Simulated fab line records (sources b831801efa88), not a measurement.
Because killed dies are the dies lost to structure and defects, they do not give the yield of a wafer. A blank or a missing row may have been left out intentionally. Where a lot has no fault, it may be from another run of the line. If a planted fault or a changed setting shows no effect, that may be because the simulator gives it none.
Struck lot and sound lot, side by side    flow sky130    17 steps out of a route of 708
Sound: wafers L157.3, L157.4, L157.6. Struck: wafers L152.1, L152.2, L152.6. The cause is named last.
For every step that has rows: the tool of each side, followed by ch and its chambers, followed by its first start. Under that, the readings that differ: sound wafers    struck wafers    difference of the means    sigmas: that difference in standard deviations of wafers without a fault.
alike: same words and numbers on both sides, and readings whose means sit less than 2 such deviations apart. not compared: any withheld reading, any reading some wafer has no value for, any bound like >300 that may hide the same value, and any number with overlapping values for which the record gives no deviation.
The two part at a step that has a row with sigmas, a row that says differs or no value, or rows on one side only. Numbers that have no deviation but don't overlap get no sigmas and don't part them. Lack of a reading on every wafer of one side parts them only where that side has two or more wafers.

SKY_GATE_OXIDE_TW_MEAS_14:
  sound: filmMetro-03 at day 20 13:28; struck: filmMetro-03 at day 18 12:08
  alike: GATE_OXIDE_TW
then, 3 steps without rows for these wafers: SKY_GATE_OXIDE_CLEAN_15 (cleans in SC1/SC2, time 150 s); SKY_GATE_OXIDE_OXIDATION_16 (stabilise 600 s, purge 300 s, target thk 3.57 nm); SKY_POLY_GATE_CVD_00 (deposits poly-Si, target thk 180 nm, time 720 s).
SKY_POLY_GATE_THK_MEAS_01:
  sound: filmMetro-04 at day 20 17:07; struck: filmMetro-03 at day 18 16:00
  alike: POLY_GATE_CVD_00_THK
then, 7 steps without rows for these wafers: SKY_RES_PROTECT_DEHYDRATE_00 (time 60 s); SKY_RES_PROTECT_HMDS_01 (prime time 60 s); SKY_RES_PROTECT_COAT_02 (resist thk 1140 nm); SKY_RES_PROTECT_SOFTBAKE_03 (time 60 s); SKY_RES_PROTECT_EXPOSE_04 (exposes mask RPM, target cd 1270 nm); SKY_RES_PROTECT_PEB_05; SKY_RES_PROTECT_DEVELOP_06 (develop time 60 s).
SKY_POLY_GATE_IMPLANT_02:
  sound on implanter-02 ch 0, day 21 23:34; struck on implanter-04 ch 0, day 19 21:53
  alike: beamEnergyKeV, beamOnS, endStationPressureTorr
SKY_RES_PROTECT_STRIP_07: strips in O2/N2.
  sound on plasmaAsher-04 ch 0,1, day 21 23:43; struck on plasmaAsher-01 ch 0,1, day 19 22:02
reading                   sound              struck             difference  sigmas
oesProductAu (a.u.)       0.512 0.522 0.515  0.498 0.491 0.503  -0.019      -5
stripTimeToEndpointS (s)  23.27 23.31 23.29  25.20 25.19 25.20  +1.91       +41
  alike: drypumpMotorCurrentA
  not compared: rfHoursCounterH
SKY_RES_PROTECT_TW_MEAS_08:
  sound: filmMetro-04 at day 21 23:47; struck: filmMetro-01 at day 19 22:08
reading       sound           struck          difference  sigmas
POLY_GATE_TW  4079 4059 4052  4127 4125 4140  +67         +2
then, 1 step without rows for these wafers: SKY_RES_PROTECT_CLEAN_09 (cleans in SC1/SC2, time 150 s).
-- record jumps: 29 days separate the struck wafers' starts on either side; left off in module RES_PROTECT, taken up again in module PAD_OPEN, whose first shown step is the route's number 708 --
SKY_PAD_OPEN_PROBE_99:
  sound: prober-02 at day 50 05:11; struck: prober-01 at day 49 00:10
reading                        sound              struck             difference  sigmas
killedAtFrontEnd               10 8 13            27 18 19           +11         +3
killedAtOther                  2 1 1              0 0 0              -1          -2
model.etest.resPoly.lineOhmUm  510.4 495.6 511.5  398.6 381.8 413.2  -108.0      
model.etest.liconPoly.rcOhm    149 155.7 154.3    103.3 103.8 103.8  -49.4       
model.etest.resPoly.rsOhmSq    48.69 49.09 48.92  35.9 36.48 36.06   -12.8       
  alike: killed_at_M0_to_M3, killed_at_M4_up, killedAtContacts, killedDies, killedOpen, killedShort

== WHERE THEY PART ==
Earliest at SKY_RES_PROTECT_STRIP_07; latest, in this record, at SKY_PAD_OPEN_PROBE_99.

WHY: what had been put in by the simulator
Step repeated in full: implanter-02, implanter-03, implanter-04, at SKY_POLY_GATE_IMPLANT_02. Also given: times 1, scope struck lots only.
